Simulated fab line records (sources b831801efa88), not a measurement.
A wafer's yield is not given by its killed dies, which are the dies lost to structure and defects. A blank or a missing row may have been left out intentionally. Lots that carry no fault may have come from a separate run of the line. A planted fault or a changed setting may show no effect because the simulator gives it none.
Which tool did it? | flow sky130 | Sampling: 24 lots, 72 wafers, 5 of 708 route steps

## WHAT THE GAUGES SHOWED, per wafer
SKY_VIA1_RS_MEAS_22: measures by four-point-probe. Usual: VIA1_W_RS gives 0.428 ohm/sq (standard deviation 0.0055).
lot  | measured     | on            | VIA1_W_RS (ohm/sq) | flag
L074 | day 33 19:23 | film metro-04 | 0.426 0.428 0.428  |
L075 | day 34 09:49 | film metro-01 | 0.427 0.428 0.429  |
L076 | day 35 04:05 | film metro-01 | 0.432 0.429 0.430  |
L077 | day 35 13:46 | film metro-03 | 0.421 0.431 0.435  |
L079 | day 35 17:13 | film metro-01 | 0.426 0.429 0.426  |
L078 | day 36 00:28 | film metro-04 | 0.434 0.430 0.431  |
L080 | day 36 05:16 | film metro-04 | 0.425 0.429 0.426  |
L081 | day 36 18:10 | film metro-04 | 0.418 0.426 0.424  |
L082 | day 36 18:58 | film metro-04 | 0.431 0.429 0.431  |
L083 | day 36 20:29 | film metro-03 | 0.424 0.419 0.424  |
L084 | day 37 06:54 | film metro-04 | 0.420 0.425 0.431  |
L085 | day 37 16:59 | film metro-04 | 0.427 0.429 0.428  |
L086 | day 37 23:25 | film metro-04 | 0.425 0.428 0.414  |
L087 | day 38 08:40 | film metro-03 | 0.432 0.428 0.431  |
L089 | day 38 17:43 | film metro-03 | 0.434 0.433 0.426  |
L088 | day 38 19:26 | film metro-03 | 0.429 0.420 0.418  |
L090 | day 39 05:52 | film metro-03 | 0.436 0.433 0.427  |
L091 | day 39 12:27 | film metro-04 | 0.433 0.432 0.433  |
L092 | day 39 15:31 | film metro-01 | 0.429 0.429 0.425  |
L093 | day 39 23:17 | film metro-04 | 0.428 0.436 0.438  |
L094 | day 40 09:10 | film metro-01 | 0.424 0.424 0.418  |
L095 | day 40 09:22 | film metro-01 | 0.428 0.419 0.429  |
L096 | day 40 16:08 | film metro-04 | 0.425 0.435 0.439  |
L097 | day 41 01:39 | film metro-03 | 0.428 0.420 0.430  |

SKY_CAPM_THK_MEAS_01. Usual: CAPM_CVD_00_THK gives 15.54 nm (standard deviation 0.21).
lot  | measured     | on            | CAPM_CVD_00_THK (nm) | flag
L074 | day 36 03:26 | film metro-02 | 15.62 15.96 15.86    |
L075 | day 36 17:44 | film metro-04 | 15.86 16.08 15.74    |
L076 | day 37 12:14 | film metro-04 | 15.63 15.25 15.43    |
L077 | day 37 20:37 | film metro-04 | 15.53 15.68 15.46    |
L079 | day 38 01:08 | film metro-02 | 15.43 15.56 15.48    |
L078 | day 38 08:16 | film metro-01 | 15.16 15.26 15.32    |
L080 | day 38 12:11 | film metro-01 | 15.30 15.33 15.35    |
L081 | day 39 01:10 | film metro-01 | 15.11 15.47 15.45    |
L082 | day 39 01:28 | film metro-01 | 15.31 15.66 15.68    |
L083 | day 39 02:55 | film metro-02 | 15.71 15.80 15.68    |
L084 | day 39 13:29 | film metro-04 | 15.10 15.50 15.42    |
L085 | day 39 23:37 | film metro-01 | 15.47 15.44 15.65    |
L086 | day 40 05:15 | film metro-01 | 15.54 15.82 15.78    |
L087 | day 40 13:46 | film metro-01 | 15.55 15.60 15.67    |
L089 | day 40 21:43 | film metro-02 | 15.41 15.68 15.53    |
L088 | day 41 00:43 | film metro-01 | 15.64 15.53 15.76    |
L090 | day 41 09:58 | film metro-02 | 15.42 15.53 15.43    |
L091 | day 41 16:56 | film metro-02 | 15.21 15.02 15.49    |
L092 | day 41 19:47 | film metro-02 | 15.63 16.18 16.10    |
L093 | day 42 03:01 | film metro-01 | 15.34 15.71 15.63    |
L094 | day 42 13:02 | film metro-01 | 15.21 15.53 15.59    |
L095 | day 42 13:56 | film metro-04 | 15.63 15.91 15.72    |
L096 | day 42 18:53 | film metro-04 | 15.58 15.55 15.79    |
L097 | day 43 04:57 | film metro-02 | 15.47 15.61 15.82    |

## WHICH TOOL RAN EACH LOT (tool, then ch and the chambers of the sampled wafers, then the start)
lot  | SKY_METAL3_SPUTTER_00        | SKY_METAL3_SPUTTER_02        | SKY_CAPM_CVD_00
L074 | pvd sputter-04, day 36 03:13 | pvd sputter-04, day 36 03:16 | pecvd-02 ch 0,2, day 36 03:23
L075 | pvd sputter-04, day 36 17:32 | pvd sputter-04, day 36 17:35 | pecvd-02 ch 1,2, day 36 17:42
L076 | pvd sputter-04, day 37 12:03 | pvd sputter-04, day 37 12:06 | pecvd-02 ch 0,1,2, day 37 12:13
L077 | pvd sputter-01, day 37 20:26 | pvd sputter-01, day 37 20:29 | pecvd-01 ch 0,2, day 37 20:35
L079 | pvd sputter-04, day 38 00:56 | pvd sputter-04, day 38 01:00 | pecvd-01 ch 0,1,2, day 38 01:06
L078 | pvd sputter-02, day 38 08:04 | pvd sputter-02, day 38 08:07 | pecvd-03 ch 0,1, day 38 08:13
L080 | pvd sputter-04, day 38 12:01 | pvd sputter-04, day 38 12:03 | pecvd-01 ch 0,1,2, day 38 12:10
L081 | pvd sputter-04, day 39 00:58 | pvd sputter-04, day 39 01:01 | pecvd-03 ch 0,1, day 39 01:08
L082 | pvd sputter-02, day 39 01:16 | pvd sputter-02, day 39 01:19 | pecvd-02 ch 1,2, day 39 01:25
L083 | pvd sputter-04, day 39 02:43 | pvd sputter-04, day 39 02:46 | pecvd-03 ch 0,1, day 39 02:53
L084 | pvd sputter-02, day 39 13:19 | pvd sputter-02, day 39 13:22 | pecvd-03 ch 1,2, day 39 13:28
L085 | pvd sputter-02, day 39 23:26 | pvd sputter-02, day 39 23:29 | pecvd-02 ch 0,1, day 39 23:35
L086 | pvd sputter-01, day 40 04:57 | pvd sputter-01, day 40 05:00 | pecvd-03 ch 1,2, day 40 05:07
L087 | pvd sputter-04, day 40 13:35 | pvd sputter-04, day 40 13:38 | pecvd-02 ch 1,2, day 40 13:44
L089 | pvd sputter-02, day 40 21:31 | pvd sputter-02, day 40 21:34 | pecvd-02 ch 1,2, day 40 21:40
L088 | pvd sputter-02, day 41 00:32 | pvd sputter-02, day 41 00:35 | pecvd-01 ch 0,1, day 41 00:41
L090 | pvd sputter-02, day 41 09:47 | pvd sputter-02, day 41 09:50 | pecvd-01 ch 0,1, day 41 09:56
L091 | pvd sputter-04, day 41 16:46 | pvd sputter-04, day 41 16:49 | pecvd-02 ch 0,2, day 41 16:55
L092 | pvd sputter-04, day 41 19:37 | pvd sputter-04, day 41 19:39 | pecvd-03 ch 0,1,2, day 41 19:46
L093 | pvd sputter-04, day 42 02:50 | pvd sputter-04, day 42 02:53 | pecvd-03 ch 0,1,2, day 42 02:59
L094 | pvd sputter-01, day 42 12:52 | pvd sputter-01, day 42 12:54 | pecvd-01 ch 1,2, day 42 13:01
L095 | pvd sputter-04, day 42 13:46 | pvd sputter-04, day 42 13:48 | pecvd-02 ch 0,1,2, day 42 13:55
L096 | pvd sputter-01, day 42 18:43 | pvd sputter-01, day 42 18:45 | pecvd-03 ch 0,2, day 42 18:52
L097 | pvd sputter-04, day 43 04:47 | pvd sputter-04, day 43 04:49 | pecvd-02 ch 0,1,2, day 43 04:56
- SKY_METAL3_SPUTTER_00: material Ti, target thk 15 nm, time 10 s.
- SKY_METAL3_SPUTTER_02: material AlCu, target thk 735 nm, time 39.1 s.
- SKY_CAPM_CVD_00: deposits SiO2, target thk 15.5 nm.

## AS READ BY THE TOOLS THEMSELVES (means over the sampled wafers that have a number; for cases with no such wafer, the mark the record gives instead)
SKY_METAL3_SPUTTER_00. Usual: chamber pressure pa 0.4001 Pa, standard deviation 0.00084; throttle valve pct 30.7 %, standard deviation 0.65.
lot  | tool           | chamber pressure pa (Pa) | throttle valve pct (%) | flag
L074 | pvd sputter-04 | 0.4000                   | 30.8                   |
L075 | pvd sputter-04 | 0.4000                   | 30.2                   |
L076 | pvd sputter-04 | 0.4006                   | 30.7                   |
L077 | pvd sputter-01 | 0.3998                   | 31.2                   |
L079 | pvd sputter-04 | 0.3998                   | 30.7                   |
L078 | pvd sputter-02 | 0.4001                   | 30.9                   |
L080 | pvd sputter-04 | 0.4007                   | 30.2                   |
L081 | pvd sputter-04 | 0.4008                   | 30.3                   |
L082 | pvd sputter-02 | 0.3995                   | 30.5                   |
L083 | pvd sputter-04 | 0.3996                   | 30.4                   |
L084 | pvd sputter-02 | 0.4004                   | 30.5                   |
L085 | pvd sputter-02 | 0.4007                   | 30.5                   |
L086 | pvd sputter-01 | 0.4006                   | 31.4                   |
L087 | pvd sputter-04 | 0.4003                   | 30.7                   |
L089 | pvd sputter-02 | 0.3993                   | 30.3                   |
L088 | pvd sputter-02 | 0.4003                   | 30.5                   |
L090 | pvd sputter-02 | 0.3997                   | 30.7                   |
L091 | pvd sputter-04 | 0.3993                   | 30.3                   |
L092 | pvd sputter-04 | 0.3997                   | 30.6                   |
L093 | pvd sputter-04 | 0.3991                   | 30.3                   |
L094 | pvd sputter-01 | 0.4001                   | 31.0                   |
L095 | pvd sputter-04 | 0.4003                   | 31.0                   |
L096 | pvd sputter-01 | 0.3999                   | 31.3                   |
L097 | pvd sputter-04 | 0.4000                   | 30.2                   |

SKY_METAL3_SPUTTER_02. Usual: chamber pressure pa 0.4002 Pa, standard deviation 0.00086; throttle valve pct 30.7 %, standard deviation 0.65.
lot  | tool           | chamber pressure pa (Pa) | throttle valve pct (%) | flag
L074 | pvd sputter-04 | 0.4001                   | 30.8                   |
L075 | pvd sputter-04 | 0.4004                   | 30.3                   |
L076 | pvd sputter-04 | 0.4008                   | 30.7                   |
L077 | pvd sputter-01 | 0.4003                   | 31.3                   |
L079 | pvd sputter-04 | 0.3995                   | 30.5                   |
L078 | pvd sputter-02 | 0.4003                   | 30.8                   |
L080 | pvd sputter-04 | 0.4004                   | 30.2                   |
L081 | pvd sputter-04 | 0.3997                   | 30.0                   |
L082 | pvd sputter-02 | 0.3998                   | 30.6                   |
L083 | pvd sputter-04 | 0.4002                   | 30.4                   |
L084 | pvd sputter-02 | 0.3999                   | 30.3                   |
L085 | pvd sputter-02 | 0.3996                   | 30.4                   |
L086 | pvd sputter-01 | 0.4009                   | 31.3                   |
L087 | pvd sputter-04 | 0.4002                   | 30.6                   |
L089 | pvd sputter-02 | 0.4004                   | 30.4                   |
L088 | pvd sputter-02 | 0.4001                   | 30.6                   |
L090 | pvd sputter-02 | 0.4012                   | 30.9                   |
L091 | pvd sputter-04 | 0.4005                   | 30.1                   |
L092 | pvd sputter-04 | 0.4003                   | 30.6                   |
L093 | pvd sputter-04 | 0.4003                   | 30.3                   |
L094 | pvd sputter-01 | 0.3994                   | 31.0                   |
L095 | pvd sputter-04 | 0.3999                   | 30.9                   |
L096 | pvd sputter-01 | 0.4002                   | 31.2                   |
L097 | pvd sputter-04 | 0.4009                   | 30.1                   |

SKY_CAPM_CVD_00. Usual: heater power w reads 704 W (standard deviation 95).
lot  | tool     | heater power w (W) | flag
L074 | pecvd-02 | 745                |
L075 | pecvd-02 | 772                |
L076 | pecvd-02 | 710                |
L077 | pecvd-01 | 694                |
L079 | pecvd-01 | 736                |
L078 | pecvd-03 | 675                |
L080 | pecvd-01 | 678                |
L081 | pecvd-03 | 611                |
L082 | pecvd-02 | 781                |
L083 | pecvd-03 | 580                |
L084 | pecvd-03 | 726                |
L085 | pecvd-02 | 752                |
L086 | pecvd-03 | 687                |
L087 | pecvd-02 | 665                |
L089 | pecvd-02 | 790                |
L088 | pecvd-01 | 654                |
L090 | pecvd-01 | 650                |
L091 | pecvd-02 | 672                |
L092 | pecvd-03 | 583                |
L093 | pecvd-03 | 663                |
L094 | pecvd-01 | 796                |
L095 | pecvd-02 | 775                |
L096 | pecvd-03 | 565                |
L097 | pecvd-02 | 769                |

## THE ANSWER, worked out from the rows above alone
Rule: take the mean of a lot's wafers that have a number; if it is more than 3 standard deviations from the usual mean, the lot is off. A lot without any number at a reading at which 4 lots or more have one is off too. Any other lot the step has rows for is counted as sound. The gauges are gone through in route order, then the tools' own readings, and for those a lot's mean is taken as printed above. The first step at which some lot is off is used, and at that step the reading that is off furthest; a lot without a number counts as furthest.
No lot is off at any reading shown: from this, nothing can be told.

## WHAT WAS PUT IN BY THE SIMULATOR
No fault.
